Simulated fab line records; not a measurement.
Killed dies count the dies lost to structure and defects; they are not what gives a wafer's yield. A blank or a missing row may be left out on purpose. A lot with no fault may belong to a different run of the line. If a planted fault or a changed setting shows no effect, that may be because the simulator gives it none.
Which of the tools did it?	flow gf180mcu	14 lots with 42 wafers sampled at 3 steps, on a route of 602 steps

WHAT THE GAUGES READ, wafer by wafer
GF_POLY_GATE_OVL_MEAS_11. Usual: POLY_GATE_OVL -2 nm, standard deviation 5.4.
lot	measured	on	POLY_GATE_OVL (nm)	flag
L290	day 9 06:09	overlay-01	2 -6 0	
L292	day 9 20:54	overlay-01	-1 -3 0	
L294	day 10 17:05	overlay-02	-2 -4 2	
L297	day 11 13:40	overlay-02	-12 -13 -8	
L298	day 11 19:09	overlay-01	3 -1 -9	
L299	day 12 00:37	overlay-02	-2 -8 -3	
L300	day 12 11:41	overlay-02	-2 8 8	
L305	day 13 19:25	overlay-02	-8 -11 -5	
L307	day 14 18:56	overlay-02	-2 -4 -7	
L308	day 14 23:59	overlay-02	1 4 -6	
L309	day 15 02:32	overlay-02	0 -1 0	
L310	day 15 12:10	overlay-01	12 0 5	
L311	day 15 20:53	overlay-02	-4 -7 -7	
L312	day 16 06:08	overlay-02	4 2 1	

GF_POLY_GATE_THK_MEAS_17. Usual: POLY_GATE_OXIDATION_THK 4.03 nm, standard deviation 0.081.
lot	measured	on	POLY_GATE_OXIDATION_THK (nm)	flag
L290	day 9 07:41	film metro-02	4.07 3.97 3.97	
L292	day 9 23:04	film metro-03	3.91 3.99 3.83	
L294	day 10 19:02	film metro-04	4.05 4.15 4.06	
L297	day 11 15:21	film metro-02	3.89 3.86 3.91	
L298	day 11 21:46	film metro-02	3.97 3.98 3.95	
L299	day 12 02:09	film metro-04	3.92 3.91 3.91	
L300	day 12 13:46	film metro-02	3.97 3.89 3.98	
L305	day 13 21:21	film metro-02	4.07 4.08 4.12	
L307	day 14 21:20	film metro-02	4.11 4.12 4.10	
L308	day 15 02:09	film metro-03	4.04 4.10 4.14	
L309	day 15 04:05	film metro-04	3.96 3.93 3.96	
L310	day 15 13:43	film metro-02	4.02 3.99 3.95	
L311	day 15 22:26	film metro-02	4.13 4.13 4.09	
L312	day 16 07:41	film metro-04	4.04 4.03 3.94	

GF_POLY_GATE_CD_MEAS_18. Usual: cd nm 280.1 nm, standard deviation 1.5.
lot	measured	on	cd nm (nm)	flag
L290	day 9 07:46	cd sem-02	281.7 280.0 282.3	
L292	day 9 23:08	cd sem-01	277.9 281.3 275.2	
L294	day 10 19:13	cd sem-01	280.5 282.2 279.7	
L297	day 11 15:26	cd sem-01	279.1 279.4 280.2	
L298	day 11 21:52	cd sem-01	280.1 280.0 279.9	
L299	day 12 02:13	cd sem-01	280.3 280.6 280.1	
L300	day 12 13:51	cd sem-01	277.9 281.7 279.4	
L305	day 13 21:26	cd sem-02	278.7 280.8 282.1	
L307	day 14 21:25	cd sem-01	281.0 281.3 279.5	
L308	day 15 02:13	cd sem-02	278.5 278.9 275.6	
L309	day 15 04:10	cd sem-02	281.3 279.6 280.5	
L310	day 15 13:47	cd sem-02	281.0 282.9 282.3	
L311	day 15 22:31	cd sem-02	280.3 280.4 279.3	
L312	day 16 07:44	cd sem-01	274.8 279.3 279.1	

WHAT TOOL EACH LOT RAN ON (gives the tool, then ch and the chambers of the sampled wafers, and finally the start)
No process step before these readings appears in the record.

WHAT THE TOOLS THEMSELVES READ (means of the sampled wafers that have a number; where no wafer has one, the mark that the record gives instead)
The record holds no such reading with a usual standard deviation.

THE ANSWER, worked out from the rows above alone
Rule: a lot is off if the mean of its wafers that have a number lies more than 3 standard deviations from the usual mean. A lot without any number at a reading at which 4 lots or more have one is off too. The other lots that the step has rows for count as sound. After the gauges, taken in route order, come the tools' own readings; for these a lot's mean is taken, as printed above. The first step at which some lot is off is used, and at that step the reading that is off furthest; a lot without a number counts as furthest.
No lot is off at any reading shown: from this, nothing can be told.

WHAT THE SIMULATOR PUT IN
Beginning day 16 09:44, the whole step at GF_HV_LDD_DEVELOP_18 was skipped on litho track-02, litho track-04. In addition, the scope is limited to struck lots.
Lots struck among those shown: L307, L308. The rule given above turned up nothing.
